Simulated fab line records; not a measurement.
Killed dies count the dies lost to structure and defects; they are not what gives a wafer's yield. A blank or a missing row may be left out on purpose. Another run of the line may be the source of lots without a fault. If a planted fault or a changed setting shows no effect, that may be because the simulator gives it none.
One fault through the eyes of 2 desks -- flow sky130 -- what lay behind the numbers comes last; until then each desk has only its own

## METROLOGY DESK
Lot by lot, what the gauges showed, no matter which tool ran the lot: averages of those sampled wafers that carry a number. The brackets show how far a lot's mean lies from the usual mean; more than 4 standard deviations puts the lot out of limits, marked OUT.
Columns: A = VT_ADJUST_LVTN_TW at SKY_VT_ADJUST_LVTN_TW_MEAS_10, usual 240.1; B = GATE_OXIDE_OXIDATION_00_THK at SKY_GATE_OXIDE_THK_MEAS_02, usual 10.22 nm
lot,first seen here,A,B
L711,day 7 23:13,244.3,9.98
L713,day 7 23:27,236.9,10.05
L712,day 8 00:22,242.5,10.07
L716,day 8 18:04,238.9,10.58
L718,day 9 00:07,242.6,10.45
L719,day 9 13:02,242.6,10.60
L720,day 9 14:58,30.1 (-87) OUT,10.31
L727,day 11 20:05,236.8,10.13
L728,day 11 21:50,237.8,10.46
L729,day 12 03:55,242.7,9.89
L730,day 12 12:43,243.2,10.18
L731,day 12 15:58,238.8,10.04
L733,day 13 04:41,238.7,9.87
Per this desk, out of limits: L720; the first was L720, day 9 14:58 (VT_ADJUST_LVTN_TW at SKY_VT_ADJUST_LVTN_TW_MEAS_10). Within limits: L711, L713, L712, L716, L718, L719, L727, L728, L729, L730, L731, L733.

## TOOL OWNER'S DESK, plasma-asher-01
The tool's own readings at SKY_VT_ADJUST_HVTP_STRIP_10 (strips in O2/N2): means of the sampled wafers that have a number, for each lot that ran on this tool. The brackets show how far a lot's mean lies from the usual mean; more than 4 standard deviations puts the lot out of limits, marked OUT.
Columns: A = drypump-motor-current-A at SKY_VT_ADJUST_HVTP_STRIP_10, usual 5.7 A; B = oes-product-au at SKY_VT_ADJUST_HVTP_STRIP_10, usual 0.716 a.u.; C = strip-time-to-endpoint-s at SKY_VT_ADJUST_HVTP_STRIP_10, usual 14.18 s
lot,first seen here,A,B,C
L711,day 7 02:37,6.2,0.714,14.19
L713,day 7 03:01,6.3,0.717,14.19
L712,day 7 04:07,6.2,0.714,14.11
L716,day 7 20:28,6.2,0.719,14.16
L718,day 8 02:14,6.2,0.716,14.11
L719,day 8 15:11,6.2,0.714,14.19
L720,day 8 17:02,6.2,0.901 (+43) OUT,-
L728,day 10 22:05,6.2,0.715,14.15
This desk finds L720 out of limits, L720 being first, at day 8 17:02 (oes-product-au at SKY_VT_ADJUST_HVTP_STRIP_10). Within limits: L711, L713, L712, L716, L718, L719, L728.

## ALL TOGETHER
At day 8 17:02, on L720, the tool owner's desk was in a position to raise an alarm.
The metrology desk could have raised an alarm at day 9 14:58, on L720.
Of the lots named, all ran SKY_VT_ADJUST_HVTP_STRIP_10 on plasma-asher-01.

## WHAT THE SIMULATOR PUT IN
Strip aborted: plasma-asher-01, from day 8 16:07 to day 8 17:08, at SKY_VT_ADJUST_HVTP_STRIP_10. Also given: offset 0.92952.
Lots struck among those shown: L720.
Time in hours from fault onset to the first out-of-limits reading at each desk: tool owner's desk 1, metrology desk 23.
